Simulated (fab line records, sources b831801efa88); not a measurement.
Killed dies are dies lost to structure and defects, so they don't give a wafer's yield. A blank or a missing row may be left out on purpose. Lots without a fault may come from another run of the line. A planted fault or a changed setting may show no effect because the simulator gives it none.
Which tool did it? | flow gf180mcu | 15 lots, 45 wafers sampled, at 3 steps of a route of 602

WHAT THE GAUGES READ, wafer by wafer
The record holds no reading of a measuring or inspecting step that can be judged against a usual standard deviation.

WHICH TOOL RAN EACH LOT (tool, then ch and the chambers of the sampled wafers, then the start)
lot  | GF_V2_CMP_04                  | GF_V2_ETCH_16                      | GF_V3_DEVELOP_13
L667 | cmp-02 ch 0,1,3, day 19 04:39 | rie_diel-01 ch 0,2,3, day 20 05:14 | litho_track-03 ch 0, day 22 07:19
L669 | cmp-02 ch 0,2,3, day 19 23:05 | rie_diel-03 ch 0,1,2, day 20 23:32 | litho_track-02 ch 0, day 23 01:38
L670 | cmp-01 ch 0,1,3, day 20 05:41 | rie_diel-01 ch 0,1,3, day 21 05:53 | litho_track-02 ch 0, day 23 06:07
L672 | cmp-01 ch 0,1,2, day 21 07:32 | rie_diel-02 ch 0,3, day 22 07:34   | litho_track-03 ch 0, day 24 07:04
L673 | cmp-01 ch 1,2,3, day 21 13:44 | rie_diel-01 ch 0,1,2, day 22 13:37 | litho_track-03 ch 0, day 24 13:44
L674 | cmp-02 ch 0,1,3, day 22 03:12 | rie_diel-03 ch 0,1,3, day 23 02:37 | litho_track-02 ch 0, day 25 01:35
L675 | cmp-01 ch 0,2,3, day 22 11:02 | rie_diel-02 ch 1,3, day 23 10:34   | litho_track-02 ch 0, day 25 09:49
L678 | cmp-01 ch 0,1, day 23 13:07   | rie_diel-03 ch 0,2, day 24 11:16   | litho_track-03 ch 0, day 26 09:31
L681 | cmp-01 ch 0,3, day 24 12:33   | rie_diel-02 ch 0,1, day 25 10:43   | litho_track-03, day 27 06:59
L682 | cmp-01 ch 1,3, day 24 17:06   | rie_diel-01 ch 1,2, day 25 15:08   | litho_track-04, day 27 11:02
L683 | cmp-01 ch 0,2,3, day 24 23:48 | rie_diel-03 ch 0,1,3, day 25 21:01 | litho_track-04, day 27 16:57
L687 | cmp-02 ch 0,1,2, day 26 09:26 | rie_diel-02 ch 0,1,2, day 27 06:34 | litho_track-04 ch 0, day 29 00:29
L688 | cmp-01 ch 0,1,2, day 26 09:47 | rie_diel-03 ch 0,1,2, day 27 07:10 | litho_track-04 ch 0, day 29 00:48
L689 | cmp-02 ch 0,1,3, day 26 16:58 | rie_diel-03 ch 0,2, day 27 14:10   | litho_track-04 ch 0, day 29 06:57
L690 | cmp-01 ch 0,2,3, day 27 02:58 | rie_diel-02 ch 0,1,3, day 27 23:31 | litho_track-04 ch 0, day 29 17:08
- GF_V2_CMP_04: polishes SiO2.
- GF_V2_ETCH_16: etches BARC in N2/H2.
- GF_V3_DEVELOP_13: develop time 60 s.

WHAT THE TOOLS THEMSELVES READ (means of the sampled wafers that have a number; where no wafer has one, the mark that the record gives instead)
GF_V2_CMP_04.
lot  | tool   | head_pressure_psi (psi) | motor_current_A (A) | platen_rpm (rpm) | slurry_filter_dp_kPa (kPa) | slurry_flow_ml_min | time_to_endpoint_s (s)
L667 | cmp-02 | 4.004                   | 12.0                | 59.99            | 13.63                      | 150.1              | 76
L669 | cmp-02 | 4.010                   | 11.8                | 60.03            | 13.57                      | 150.2              | 83
L670 | cmp-01 | 4.003                   | 12.4                | 60.01            | 13.43                      | 150.2              | 77
L672 | cmp-01 | 4.005                   | 12.1                | 60.03            | 13.50                      | 150.1              | 76
L673 | cmp-01 | 4.001                   | 12.2                | 60.01            | 13.54                      | 150.2              | 74
L674 | cmp-02 | 3.992                   | 12.1                | 60.03            | 13.42                      | 149.9              | 71
L675 | cmp-01 | 3.993                   | 12.6                | 60.00            | 13.46                      | 150.3              | 75
L678 | cmp-01 | 3.998                   | 12.2                | 60.02            | 13.49                      | 150.3              | 75
L681 | cmp-01 | 3.990                   | 12.1                | 59.98            | 13.47                      | 149.8              | 77
L682 | cmp-01 | 4.005                   | 11.9                | 60.00            | 13.44                      | 150.0              | 79
L683 | cmp-01 | 4.009                   | 12.4                | 60.02            | 13.48                      | 150.0              | 74
L687 | cmp-02 | 4.003                   | 12.4                | 59.96            | 13.40                      | 150.4              | 78
L688 | cmp-01 | 4.006                   | 12.1                | 60.01            | 13.51                      | 150.1              | 73
L689 | cmp-02 | 4.006                   | 12.1                | 60.02            | 13.46                      | 150.1              | 80
L690 | cmp-01 | 4.005                   | 12.3                | 59.96            | 13.46                      | 150.5              | 77

GF_V2_ETCH_16.
lot  | tool        | drypump_motor_current_A (A) | oes_product_au (a.u.) | throttle_valve_pct (%)
L667 | rie_diel-01 | 5.8                         | 0.851                 | 13.215
L669 | rie_diel-03 | 5.5                         | 0.860                 | 13.234
L670 | rie_diel-01 | 5.4                         | 0.857                 | 13.225
L672 | rie_diel-02 | 6.0                         | 0.854                 | 13.220
L673 | rie_diel-01 | 5.5                         | 0.853                 | 13.223
L674 | rie_diel-03 | 5.7                         | 0.851                 | 13.225
L675 | rie_diel-02 | 5.9                         | 0.854                 | 13.233
L678 | rie_diel-03 | 5.6                         | 0.850                 | 13.229
L681 | rie_diel-02 | 6.1                         | 0.860                 | 13.219
L682 | rie_diel-01 | 5.3                         | 0.855                 | 13.224
L683 | rie_diel-03 | 5.7                         | 0.855                 | 13.215
L687 | rie_diel-02 | 5.9                         | 0.854                 | 13.225
L688 | rie_diel-03 | 5.5                         | 0.854                 | 13.222
L689 | rie_diel-03 | 5.7                         | 0.858                 | 13.227
L690 | rie_diel-02 | 6.0                         | 0.860                 | 13.218

GF_V3_DEVELOP_13.
lot  | tool           | chill_plate_temp_C (C) | resist_line_temp_C (C)
L667 | litho_track-03 | 22.98                  | 23.01
L669 | litho_track-02 | 23.06                  | 23.07
L670 | litho_track-02 | 23.04                  | 23.07
L672 | litho_track-03 | 23.13                  | 22.93
L673 | litho_track-03 | 23.18                  | 23.07
L674 | litho_track-02 | 22.90                  | 23.07
L675 | litho_track-02 | 23.16                  | 22.99
L678 | litho_track-03 | 22.94                  | 23.07
L681 | litho_track-03 | -                      | -
L682 | litho_track-04 | -                      | -
L683 | litho_track-04 | -                      | -
L687 | litho_track-04 | 22.98                  | 23.11
L688 | litho_track-04 | 23.08                  | 23.05
L689 | litho_track-04 | 22.95                  | 23.00
L690 | litho_track-04 | 23.16                  | 22.97

THE ANSWER, worked out from the rows above alone
Rule: what is usual is taken from the lots themselves. Put in order of their means at a reading, lots are off if they are a third of the lots or fewer, leave a main group of 4 or more, and stand apart from it by a gap of 3 or more times the standard deviation of the main group's means; of several such gaps the widest counts. A main group whose means are all the same, to the digits that the tables above print for the reading, isn't used. A lot without any number at a reading at which 4 lots or more have one is off too. The other lots that the step has rows for count as sound. The gauges are gone through in route order, then the tools' own readings, and for those a lot's mean is taken as printed above. The first step at which some lot is off is used, and at that step the reading that is off furthest; a lot without a number counts as furthest.
Off: L681, L682, L683, at GF_V3_DEVELOP_13 (chill_plate_temp_C). Without a number there: L681, L682, L683. The main group: mean 23.05 C, standard deviation 0.093.
A tool fits if, at that step or a process step before it, it ran every lot that is off, and no sound lot after the first of them. None of those tried fits.

WHAT THE SIMULATOR HAD PUT IN
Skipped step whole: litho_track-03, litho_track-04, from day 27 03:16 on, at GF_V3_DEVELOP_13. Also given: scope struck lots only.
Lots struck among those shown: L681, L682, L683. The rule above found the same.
